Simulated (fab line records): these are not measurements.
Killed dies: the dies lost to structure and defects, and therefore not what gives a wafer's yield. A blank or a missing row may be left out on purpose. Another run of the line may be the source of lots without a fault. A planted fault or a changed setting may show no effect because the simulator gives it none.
Commonality check across tools + flow gf180mcu + Sample size 12 lots and 36 wafers

WHY IT WAS OPENED
At GF_POLY_GATE_THK_MEAS_01 the reading POLY_GATE_CVD_00_THK is flagged on 2 of 12 lots. No-fault wafers: 200.3 nm, standard deviation 1.9.
Rule: flag the lot when none of its wafers has a number, or when each of its wafers that has one lies beyond 4 standard deviations from that mean. As for the other lots, they are considered sound.

| lot  | measured     | on            | POLY_GATE_CVD_00_THK (nm), wafer by wafer | flag    |
|------|--------------|---------------|-------------------------------------------|---------|
| L825 | day 8 12:40  | film metro-01 | 203.3 201.4 202.6                         |         |
| L828 | day 9 04:52  | film metro-04 | 200.3 199.6 199.5                         |         |
| L829 | day 9 12:47  | film metro-01 | 203.9 203.4 202.2                         |         |
| L831 | day 9 22:41  | film metro-02 | 200.0 201.2 201.0                         |         |
| L833 | day 10 14:06 | film metro-04 | 201.0 202.1 200.2                         |         |
| L834 | day 11 01:47 | film metro-01 | 199.7 197.6 197.5                         |         |
| L835 | day 11 07:28 | film metro-02 | 199.1 200.8 199.7                         |         |
| L836 | day 11 16:20 | film metro-01 | 199.7 198.8 201.4                         |         |
| L841 | day 13 03:37 | film metro-04 | 201.2 200.4 200.2                         |         |
| L843 | day 13 14:39 | film metro-01 | 140.7 139.7 141.4                         | FLAGGED |
| L846 | day 15 05:13 | film metro-04 | 141.4 139.6 140.9                         | FLAGGED |
| L848 | day 15 18:10 | film metro-04 | 199.9 199.2 200.0                         |         |
On average the flagged lots' numbers are 140.6 nm, which is -59.7 nm against the usual, or -31 standard deviations.

EACH LOT AND THE TOOL IT RAN ON
The record holds 1 process step before the reading, out of a route of 602 steps. In each cell: the tool, then ch and the chambers that the sampled wafers went through, then the start.
| lot  | flag    | GF_POLY_GATE_CVD_00         |
|------|---------|-----------------------------|
| L825 |         | lpcvd-02 ch 0, day 8 11:20  |
| L828 |         | lpcvd-01 ch 0, day 9 03:31  |
| L829 |         | lpcvd-01 ch 0, day 9 11:26  |
| L831 |         | lpcvd-02 ch 1, day 9 21:20  |
| L833 |         | lpcvd-02 ch 1, day 10 12:46 |
| L834 |         | lpcvd-01 ch 1, day 10 23:47 |
| L835 |         | lpcvd-02 ch 0, day 11 06:07 |
| L836 |         | lpcvd-02 ch 0, day 11 14:19 |
| L841 |         | lpcvd-01 ch 1, day 13 02:17 |
| L843 | FLAGGED | lpcvd-01 ch 0, day 13 13:19 |
| L846 | FLAGGED | lpcvd-01 ch 0, day 15 03:52 |
| L848 |         | lpcvd-02 ch 0, day 15 16:49 |
What these steps do:
- GF_POLY_GATE_CVD_00: deposits poly-Si, target thk 200 nm, time 1200 s.
- GF_POLY_GATE_THK_MEAS_01

FLAGGED OVER TOTAL, TOOL BY TOOL (the gauges that took the reading come last)
| step                     | tool          | lots run | flagged | share of the flagged lots | sound lots run after its first flagged lot |
|--------------------------|---------------|----------|---------|---------------------------|--------------------------------------------|
| GF_POLY_GATE_CVD_00      | lpcvd-01      | 6        | 2       | all                       | 0                                          |
| GF_POLY_GATE_CVD_00      | lpcvd-02      | 6        | 0       | none                      | -                                          |
| GF_POLY_GATE_THK_MEAS_01 | film metro-01 | 5        | 1       | some                      | 0                                          |
| GF_POLY_GATE_THK_MEAS_01 | film metro-02 | 2        | 0       | none                      | -                                          |
| GF_POLY_GATE_THK_MEAS_01 | film metro-04 | 5        | 1       | some                      | 1 (L848)                                   |

WHAT IS ALLOWED BY THE TABLE
All flagged lots share 1 row of the table, namely lpcvd-01 at GF_POLY_GATE_CVD_00.
- lpcvd-01 at GF_POLY_GATE_CVD_00 ran 6 lots, 2 of them flagged. It ran its last sound lot, L841, at day 13 02:17 and its first flagged lot, L843, at day 13 13:19: a fault with its onset between the two fits. Its own readings (pressure mtorr) fall more than 4 standard deviations out on all wafers of the flagged lots.
lpcvd-01 at GF_POLY_GATE_CVD_00 is the single tool remaining.

WHAT HAD BEEN PUT IN BY THE SIMULATOR
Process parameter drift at GF_POLY_GATE_CVD_00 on lpcvd-01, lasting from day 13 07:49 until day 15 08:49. Setting pressure mtorr shifted by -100 from 200. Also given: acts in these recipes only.
Lots struck among those shown: L843, L846. The rule above reached the same finding.
